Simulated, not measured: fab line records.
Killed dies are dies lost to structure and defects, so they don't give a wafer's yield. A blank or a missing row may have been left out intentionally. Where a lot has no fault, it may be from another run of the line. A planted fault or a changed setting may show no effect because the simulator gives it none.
Matching of chambers	flow gf180mcu	cmp-02 running GF_V1_CMP_26: 4 sister chambers
The step polishes, stops on SiO2, t overpolish 15 s, target thk 0 nm. 8 wafers are shown with their chamber, then 7 later ones without.

== EACH WAFER AND ITS CHAMBER ==
wafer	chamber	timeToEndpointS (s)	motorCurrentA (A)
L856.2	0	83	10.0
L856.4	3	93	11.3
L856.6	1	76	10.6
L862.1	2	88	11.1
L862.4	0	87	9.9
L862.6	2	90	11.1
L865.2	1	76	10.5
L865.4	3	95	11.8

== WAFERS WITHOUT THEIR CHAMBER ==
wafer	timeToEndpointS (s)	motorCurrentA (A)
L865.5	82	10.4
L867.1	93	11.6
L867.4	84	10.7
L867.5	96	11.4
L868.1	82	11.6
L868.4	80	10.0
L868.5	76	10.3

== WHICH CHAMBER EACH ONE RAN IN ==
wafer	from the rows above	in truth
L865.5	can't be placed: 0 or 1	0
L867.1	3	3
L867.4	can't be placed: 2 or 0 or 1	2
L867.5	3	3
L868.1	can't be placed: 2 or 1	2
L868.4	can't be placed: 0 or 1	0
L868.5	1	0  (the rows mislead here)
Correct placement for 2 of the 7. Not placeable from these rows: 4 (in 4, the candidates include the true chamber). Placed wrongly: 1.
How it was worked out, from the rows above alone: a wafer's distance from a chamber is the root of the sum, over the readings, of the square of ((its reading less the chamber's mean) divided by the reading's scatter). The wafer belongs to the nearest chamber; if the next one is less than 2 further off, it can't be placed. For every chamber, the mean is computed from those of its wafers that are shown. The scatter: the root of (the sum of the squares of (reading less its chamber's mean) over the shown wafers, divided by (wafers less chambers)).
